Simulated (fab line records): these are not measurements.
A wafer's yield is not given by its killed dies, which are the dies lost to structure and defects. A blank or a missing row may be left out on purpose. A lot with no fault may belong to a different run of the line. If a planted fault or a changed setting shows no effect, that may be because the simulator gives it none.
Matching of chambers | flow sky130 | rie diel-02 running SKY_POLY_CUT_ETCH_11: 4 sister chambers
The step etches Si3N4 in CF4/CH2F2/Ar, stops on poly-Si, time 42.5 s, target depth 60 nm. 8 wafers are shown with their chamber, then 7 later ones without.

WAFERS WITH THEIR CHAMBER
wafer  | chamber | drypump motor current A (A) | oes product au (a.u.)
L078.3 | 0       | 6.2                         | 0.834
L078.5 | 2       | 4.9                         | 0.826
L077.4 | 0       | 6.1                         | 0.825
L080.2 | 3       | 6.3                         | 0.833
L083.4 | 3       | 6.3                         | 0.833
L083.6 | 1       | 6.8                         | 0.826
L082.1 | 1       | 6.7                         | 0.822
L082.4 | 2       | 4.9                         | 0.832

WAFERS WHOSE CHAMBER IS MISSING
wafer  | drypump motor current A (A) | oes product au (a.u.)
L082.6 | 4.9                         | 0.828
L084.1 | 6.2                         | 0.825
L084.2 | 6.3                         | 0.833
L084.6 | 4.9                         | 0.834
L087.3 | 6.2                         | 0.823
L087.4 | 6.8                         | 0.819
L087.6 | 6.2                         | 0.820

WHICH CHAMBER EACH WENT THROUGH
wafer  | from the rows above     | in truth
L082.6 | 2                       | 2
L084.1 | can't be placed: 0 or 3 | 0
L084.2 | 3                       | 3
L084.6 | 2                       | 2
L087.3 | can't be placed: 0 or 3 | 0
L087.4 | 1                       | 1
L087.6 | can't be placed: 0 or 3 | 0
4 of 7 placed correctly. From these rows, 3 cannot be placed; in 3 the true chamber is one of the candidates. Number placed wrongly: 0.
How it was worked out, from the rows above alone: a wafer's distance from a chamber is the root of the sum, over the readings, of the square of ((its reading less the chamber's mean) divided by the reading's scatter). The wafer belongs to the nearest chamber; if the next one is less than 2 further off, it can't be placed. For every chamber, the mean is computed from those of its wafers that are shown. The scatter is the square root of a quotient: the sum, over the shown wafers, of each reading's squared deviation from its chamber's mean, divided by wafers minus chambers.
